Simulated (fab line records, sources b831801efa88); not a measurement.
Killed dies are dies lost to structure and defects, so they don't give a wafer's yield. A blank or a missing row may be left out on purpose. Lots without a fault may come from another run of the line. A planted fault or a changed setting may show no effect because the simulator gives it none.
Chamber matching | flow gf180mcu | GF_V3_CMP_26 on cmp-02: 4 sister chambers
The step polishes, stops on SiO2, t overpolish 15 s, target thk 0 nm. 8 wafers are shown with their chamber, then 7 later ones without.

WAFERS WITH THEIR CHAMBER
wafer  | chamber | motor_current_A (A) | retaining_ring_pressure_frac
L570.3 | 2       | 12.5                | 0.998
L570.4 | 0       | 10.0                | 1.000
L581.3 | 0       | 9.7                 | 0.995
L581.4 | 3       | 11.3                | 1.004
L585.3 | 3       | 11.7                | 1.003
L585.4 | 2       | 11.7                | 1.005
L586.2 | 1       | 12.6                | 1.002
L586.5 | 1       | 11.4                | 1.006

WAFERS WITHOUT THEIR CHAMBER
wafer  | motor_current_A (A) | retaining_ring_pressure_frac
L586.6 | 11.6                | 1.005
L587.2 | 10.1                | 1.003
L587.3 | 12.2                | 1.007
L587.6 | 12.2                | 0.996
L588.4 | 12.2                | 0.992
L588.5 | 12.0                | 0.994
L588.6 | 11.4                | 0.995

WHICH CHAMBER EACH WENT THROUGH
wafer  | from the rows above               | in truth
L586.6 | can't be placed: 3 or 1 or 2      | 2
L587.2 | can't be placed: 0 or 3 or 1      | 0
L587.3 | can't be placed: 1 or 2 or 3      | 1
L587.6 | can't be placed: 2 or 1 or 3      | 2
L588.4 | can't be placed: 2 or 1 or 3 or 0 | 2
L588.5 | can't be placed: 2 or 1 or 3 or 0 | 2
L588.6 | can't be placed: 2 or 3 or 1 or 0 | 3
Placed correctly: 0 of 7. Can't be placed from these rows: 7 (the true chamber is among the candidates in 7). Placed wrongly: 0.
How it was worked out, from the rows above alone: a wafer's distance from a chamber is the root of the sum, over the readings, of the square of ((its reading less the chamber's mean) divided by the reading's scatter). The wafer belongs to the nearest chamber; if the next one is less than 2 further off, it can't be placed. A chamber's mean is the mean of its shown wafers. The scatter: the root of (the sum of the squares of (reading less its chamber's mean) over the shown wafers, divided by (wafers less chambers)).
